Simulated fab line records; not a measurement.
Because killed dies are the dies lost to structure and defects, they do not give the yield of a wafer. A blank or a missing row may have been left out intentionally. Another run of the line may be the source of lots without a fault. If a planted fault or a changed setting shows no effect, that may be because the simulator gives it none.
Which tool did it? / flow sky130 / Sampling: 11 lots, 33 wafers, 4 of 708 route steps

## WHAT THE GAUGES SHOWED, per wafer
SKY_PAD_OPEN_BOW_MEAS_13.
lot=L469; measured=day 46 22:57; on=film_metro-03; PAD_OPEN_BOW (um)=59 48 53
lot=L473; measured=day 46 22:53; on=film_metro-02; PAD_OPEN_BOW (um)=51 59 60
lot=L471; measured=day 46 23:46; on=film_metro-01; PAD_OPEN_BOW (um)=51 47 56
lot=L475; measured=day 47 01:15; on=film_metro-02; PAD_OPEN_BOW (um)=50 58 54
lot=L476; measured=day 47 00:20; on=film_metro-01; PAD_OPEN_BOW (um)=51 49 52
lot=L478; measured=day 47 21:07; on=film_metro-03; PAD_OPEN_BOW (um)=65 57 53
lot=L482; measured=day 51 11:25; on=film_metro-02; PAD_OPEN_BOW (um)=55 50 45
lot=L480; measured=day 51 12:55; on=film_metro-01; PAD_OPEN_BOW (um)=50 52 51
lot=L489; measured=day 51 15:18; on=film_metro-02; PAD_OPEN_BOW (um)=43 42 50
lot=L491; measured=day 51 17:08; on=film_metro-02; PAD_OPEN_BOW (um)=53 53 54
lot=L492; measured=day 51 18:10; on=film_metro-03; PAD_OPEN_BOW (um)=56 47 46

## EACH LOT AND THE TOOL THAT RAN IT (in order: tool; ch and the chambers of the sampled wafers; start)
lot=L469; SKY_METAL3_ETCH_16=rie_metal-02 ch 0,1, day 39 12:49; SKY_VIA4_STRIP_13=plasma_asher-02 ch 0,1, day 43 18:30; SKY_PAD_OPEN_STRIP_08=plasma_asher-03 ch 0,1, day 46 20:08
lot=L473; SKY_METAL3_ETCH_16=rie_metal-03 ch 1, day 39 14:12; SKY_VIA4_STRIP_13=plasma_asher-02 ch 0,1, day 43 19:19; SKY_PAD_OPEN_STRIP_08=plasma_asher-03 ch 0,1, day 46 20:32
lot=L471; SKY_METAL3_ETCH_16=rie_metal-04 ch 0,1, day 39 14:46; SKY_VIA4_STRIP_13=plasma_asher-04 ch 0,1, day 43 20:57; SKY_PAD_OPEN_STRIP_08=plasma_asher-03 ch 0,1, day 46 21:11
lot=L475; SKY_METAL3_ETCH_16=rie_metal-02 ch 0,1, day 39 15:10; SKY_VIA4_STRIP_13=plasma_asher-03 ch 0,1, day 43 21:14; SKY_PAD_OPEN_STRIP_08=plasma_asher-04 ch 1, day 46 22:14
lot=L476; SKY_METAL3_ETCH_16=rie_metal-04 ch 0,1, day 39 16:43; SKY_VIA4_STRIP_13=plasma_asher-02 ch 0,1, day 43 21:42; SKY_PAD_OPEN_STRIP_08=plasma_asher-03 ch 0,1, day 46 21:32
lot=L478; SKY_METAL3_ETCH_16=rie_metal-04 ch 0,1, day 40 20:07; SKY_VIA4_STRIP_13=plasma_asher-04 ch 0,1, day 44 22:11; SKY_PAD_OPEN_STRIP_08=plasma_asher-04 ch 1, day 47 18:50
lot=L482; SKY_METAL3_ETCH_16=rie_metal-04 ch 1, day 45 08:41; SKY_VIA4_STRIP_13=plasma_asher-02 ch 0,1, day 48 22:57; SKY_PAD_OPEN_STRIP_08=plasma_asher-04 ch 0,1, day 51 08:47
lot=L480; SKY_METAL3_ETCH_16=rie_metal-04 ch 1, day 45 10:08; SKY_VIA4_STRIP_13=plasma_asher-02 ch 1, day 48 23:39; SKY_PAD_OPEN_STRIP_08=plasma_asher-04 ch 0,1, day 51 10:18
lot=L489; SKY_METAL3_ETCH_16=rie_metal-02 ch 1, day 45 16:31; SKY_VIA4_STRIP_13=plasma_asher-02 ch 0,1, day 49 06:36; SKY_PAD_OPEN_STRIP_08=plasma_asher-03 ch 0,1, day 51 13:09
lot=L491; SKY_METAL3_ETCH_16=rie_metal-03 ch 1, day 45 17:56; SKY_VIA4_STRIP_13=plasma_asher-03 ch 0,1, day 49 08:48; SKY_PAD_OPEN_STRIP_08=plasma_asher-01 ch 0,1, day 51 14:59
lot=L492; SKY_METAL3_ETCH_16=rie_metal-03 ch 0,1, day 45 18:17; SKY_VIA4_STRIP_13=plasma_asher-02 ch 0,1, day 49 09:02; SKY_PAD_OPEN_STRIP_08=plasma_asher-03 ch 0,1, day 51 16:00
- SKY_METAL3_ETCH_16: etches BARC in N2/H2, stops on SiO2, time 88.2 s, target depth 60 nm.
- SKY_VIA4_STRIP_13: strips in O2/N2.
- SKY_PAD_OPEN_STRIP_08: strips in O2/N2.

## THE ANSWER, worked out from the rows above alone
Rule: the lots themselves supply what counts as usual. Put in order of their means at a reading, lots are off if they are a third of the lots or fewer, leave a main group of 4 or more, and stand apart from it by a gap of 3 or more times the standard deviation of the main group's means; of several such gaps the widest counts. A main group is skipped when, at the precision printed for the reading in the tables above, its means are all equal. Also off: a lot with no number at a reading for which 4 or more lots have one. Where the step has rows for the other lots, those lots are counted as sound.
Nothing can be told from this: no lot is off at any reading shown.

## WHAT HAD BEEN PUT IN BY THE SIMULATOR
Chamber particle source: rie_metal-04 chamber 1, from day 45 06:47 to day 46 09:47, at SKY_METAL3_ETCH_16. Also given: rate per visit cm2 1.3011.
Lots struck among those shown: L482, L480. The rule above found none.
